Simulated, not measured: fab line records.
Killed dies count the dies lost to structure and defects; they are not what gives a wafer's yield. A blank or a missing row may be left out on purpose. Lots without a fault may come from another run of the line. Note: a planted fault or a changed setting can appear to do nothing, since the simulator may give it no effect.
Split-lot trial :: flow sky130 :: 23 wafers read from 5 lots, route of 708 steps

## THE SPLIT
At SKY_VT_ADJUST_PCH_SOFTBAKE_03, the setting tempC was moved away from the recipe's 110 C on 7 of the 23 wafers read, by -2.8% to +3.1%. All remaining wafers had this setting at the recipe value.

## FROM THE SPLIT TO THE READING: what the file shows between them, 2 steps
- SKY_VT_ADJUST_PCH_EXPOSE_04: exposes mask NWM, target cd 840 nm
- SKY_VT_ADJUST_PCH_PEB_05

## THE READING
coat_of_VT_ADJUST_PCH_COAT_02.thkNm (the simulator's own value, which no gauge read), in nm, at SKY_VT_ADJUST_PCH_DEVELOP_06 (develop time 60 s). The file does not state a usual value for it. Here, 16 wafers ran the recipe; their average is 2992 nm with a standard deviation of 9.9 nm.

wafer: L074.1
tool, chamber at the split: lithoTrack-01, 0
tempC as run, C: 110
against the recipe: recipe
coat_of_VT_ADJUST_PCH_COAT_02.thkNm, nm: 2985
against lot-mates on the recipe: -

wafer: L074.4
tool, chamber at the split: lithoTrack-01, 0
tempC as run, C: 110
against the recipe: recipe
coat_of_VT_ADJUST_PCH_COAT_02.thkNm, nm: 2994
against lot-mates on the recipe: -

wafer: L074.5
tool, chamber at the split: lithoTrack-01, 0
tempC as run, C: 110
against the recipe: recipe
coat_of_VT_ADJUST_PCH_COAT_02.thkNm, nm: 3003
against lot-mates on the recipe: -

wafer: L075.1
tool, chamber at the split: lithoTrack-01, 0
tempC as run, C: 108.2
against the recipe: -1.6%
coat_of_VT_ADJUST_PCH_COAT_02.thkNm, nm: 3016
against lot-mates on the recipe: +18

wafer: L075.2
tool, chamber at the split: lithoTrack-01, 0
tempC as run, C: 108.2
against the recipe: -1.6%
coat_of_VT_ADJUST_PCH_COAT_02.thkNm, nm: 3013
against lot-mates on the recipe: +14

wafer: L075.3
tool, chamber at the split: lithoTrack-01, 0
tempC as run, C: 110
against the recipe: recipe
coat_of_VT_ADJUST_PCH_COAT_02.thkNm, nm: 2999
against lot-mates on the recipe: -

wafer: L075.4
tool, chamber at the split: lithoTrack-01, 0
tempC as run, C: 110
against the recipe: recipe
coat_of_VT_ADJUST_PCH_COAT_02.thkNm, nm: 2998
against lot-mates on the recipe: -

wafer: L075.5
tool, chamber at the split: lithoTrack-01, 0
tempC as run, C: 108.2
against the recipe: -1.6%
coat_of_VT_ADJUST_PCH_COAT_02.thkNm, nm: 3021
against lot-mates on the recipe: +22

wafer: L078.1
tool, chamber at the split: lithoTrack-04, 0
tempC as run, C: 110
against the recipe: recipe
coat_of_VT_ADJUST_PCH_COAT_02.thkNm, nm: 2999
against lot-mates on the recipe: -

wafer: L078.2
tool, chamber at the split: lithoTrack-04, 0
tempC as run, C: 106.9
against the recipe: -2.8%
coat_of_VT_ADJUST_PCH_COAT_02.thkNm, nm: 3028
against lot-mates on the recipe: +32

wafer: L078.3
tool, chamber at the split: lithoTrack-04, 0
tempC as run, C: 110
against the recipe: recipe
coat_of_VT_ADJUST_PCH_COAT_02.thkNm, nm: 2996
against lot-mates on the recipe: -

wafer: L078.4
tool, chamber at the split: lithoTrack-04, 0
tempC as run, C: 110
against the recipe: recipe
coat_of_VT_ADJUST_PCH_COAT_02.thkNm, nm: 2993
against lot-mates on the recipe: -

wafer: L078.5
tool, chamber at the split: lithoTrack-04, 0
tempC as run, C: 106.9
against the recipe: -2.8%
coat_of_VT_ADJUST_PCH_COAT_02.thkNm, nm: 3027
against lot-mates on the recipe: +31

wafer: L080.1
tool, chamber at the split: lithoTrack-04, 0
tempC as run, C: 110
against the recipe: recipe
coat_of_VT_ADJUST_PCH_COAT_02.thkNm, nm: 3003
against lot-mates on the recipe: -

wafer: L080.2
tool, chamber at the split: lithoTrack-04, 0
tempC as run, C: 110
against the recipe: recipe
coat_of_VT_ADJUST_PCH_COAT_02.thkNm, nm: 3006
against lot-mates on the recipe: -

wafer: L080.3
tool, chamber at the split: lithoTrack-04, 0
tempC as run, C: 113.4
against the recipe: +3.1%
coat_of_VT_ADJUST_PCH_COAT_02.thkNm, nm: 2975
against lot-mates on the recipe: -29

wafer: L080.5
tool, chamber at the split: lithoTrack-04, 0
tempC as run, C: 110
against the recipe: recipe
coat_of_VT_ADJUST_PCH_COAT_02.thkNm, nm: 3004
against lot-mates on the recipe: -

wafer: L080.6
tool, chamber at the split: lithoTrack-04, 0
tempC as run, C: 113.4
against the recipe: +3.1%
coat_of_VT_ADJUST_PCH_COAT_02.thkNm, nm: 2968
against lot-mates on the recipe: -36

wafer: L084.1
tool, chamber at the split: lithoTrack-01, 0
tempC as run, C: 110
against the recipe: recipe
coat_of_VT_ADJUST_PCH_COAT_02.thkNm, nm: 2980
against lot-mates on the recipe: -

wafer: L084.3
tool, chamber at the split: lithoTrack-01, 0
tempC as run, C: 110
against the recipe: recipe
coat_of_VT_ADJUST_PCH_COAT_02.thkNm, nm: 2983
against lot-mates on the recipe: -

wafer: L084.6
tool, chamber at the split: lithoTrack-01, 0
tempC as run, C: 110
against the recipe: recipe
coat_of_VT_ADJUST_PCH_COAT_02.thkNm, nm: 2983
against lot-mates on the recipe: -

wafer: L084.4
tool, chamber at the split: lithoTrack-01, 0
tempC as run, C: 110
against the recipe: recipe
coat_of_VT_ADJUST_PCH_COAT_02.thkNm, nm: 2979
against lot-mates on the recipe: -

wafer: L084.5
tool, chamber at the split: lithoTrack-01, 0
tempC as run, C: 110
against the recipe: recipe
coat_of_VT_ADJUST_PCH_COAT_02.thkNm, nm: 2974
against lot-mates on the recipe: -

FIT RESULTS
A straight line over all 23 wafers: coat_of_VT_ADJUST_PCH_COAT_02.thkNm changes by -10.1 nm for each +1% of tempC; r = -0.83; the points scatter about the line by 9.7 nm.
The same after taking each lot's own level away (the mean of its wafers on the recipe; 23 wafers): -10.9 nm for each +1%; r = -0.97; scatter 3.8 nm.
On that fit, the largest move of tempC shifts the reading by 34 nm.
From 2979.8 to 3004.3 nm: that is the span of the lots' own levels, equal to 2.5 times the standard deviation above.
The two slopes are in agreement: the lot-to-lot level therefore moves the slope only a little.
Check: -35.3 nm against its lot-mates is what the line predicts for one of the wafers moved furthest among these (+3.1%) when that wafer is left out of the fit. It came out at -29.3 nm against them.

## FURTHER SPLITS ON THESE WAFERS
Other splits were also applied to these wafers ahead of the reading. Each is held against what the fit with the lots' levels taken away leaves over:
other split on the same wafers: SKY_FIELD_ISO_COAT_07 resistThkNm
wafers away from the commonest value: 6
r with coat_of_VT_ADJUST_PCH_COAT_02.thkNm (lot level and that fit taken away): +0.08

other split on the same wafers: SKY_FIELD_ISO_EXPOSE_10 doseMj
wafers away from the commonest value: 8
r with coat_of_VT_ADJUST_PCH_COAT_02.thkNm (lot level and that fit taken away): -0.01

other split on the same wafers: SKY_FIELD_ISO_OXIDATION_22 oxTimeS
wafers away from the commonest value: 10
r with coat_of_VT_ADJUST_PCH_COAT_02.thkNm (lot level and that fit taken away): +0.02

other split on the same wafers: SKY_DNWELL_SOFTBAKE_03 tempC
wafers away from the commonest value: 7
r with coat_of_VT_ADJUST_PCH_COAT_02.thkNm (lot level and that fit taken away): -0.03

other split on the same wafers: SKY_NWELL_SOFTBAKE_06 tempC
wafers away from the commonest value: 8
r with coat_of_VT_ADJUST_PCH_COAT_02.thkNm (lot level and that fit taken away): -0.02

other split on the same wafers: SKY_NWELL_DEVELOP_09 devTempC
wafers away from the commonest value: 9
r with coat_of_VT_ADJUST_PCH_COAT_02.thkNm (lot level and that fit taken away): +0.12

other split on the same wafers: SKY_VT_ADJUST_NCORE_COAT_02 spinRpm
wafers away from the commonest value: 4
r with coat_of_VT_ADJUST_PCH_COAT_02.thkNm (lot level and that fit taken away): -0.16

other split on the same wafers: SKY_VT_ADJUST_NCORE_STRIP_10 o2FlowSccm
wafers away from the commonest value: 4
r with coat_of_VT_ADJUST_PCH_COAT_02.thkNm (lot level and that fit taken away): +0.06

## THE WHOLE CHAIN: every reading that the file lists as answering this split, in the file's order
step: SKY_VT_ADJUST_PCH_DEVELOP_06
what it does: develop time 60 s
reading: coat_of_VT_ADJUST_PCH_COAT_02.thkNm (the simulator's own value, which no gauge read)
change (the file's fit): -10.9 nm for each +1% of the setting
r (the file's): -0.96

step: SKY_VT_ADJUST_PCH_STRIP_09
what it does: strips in O2/N2
reading: stripTimeToEndpointS
change (the file's fit): withheld for each +1% of the setting
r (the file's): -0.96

## FILE'S OWN FIT
coat_of_VT_ADJUST_PCH_COAT_02.thkNm changes by -10.9 nm for each +1% of tempC, r = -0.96.
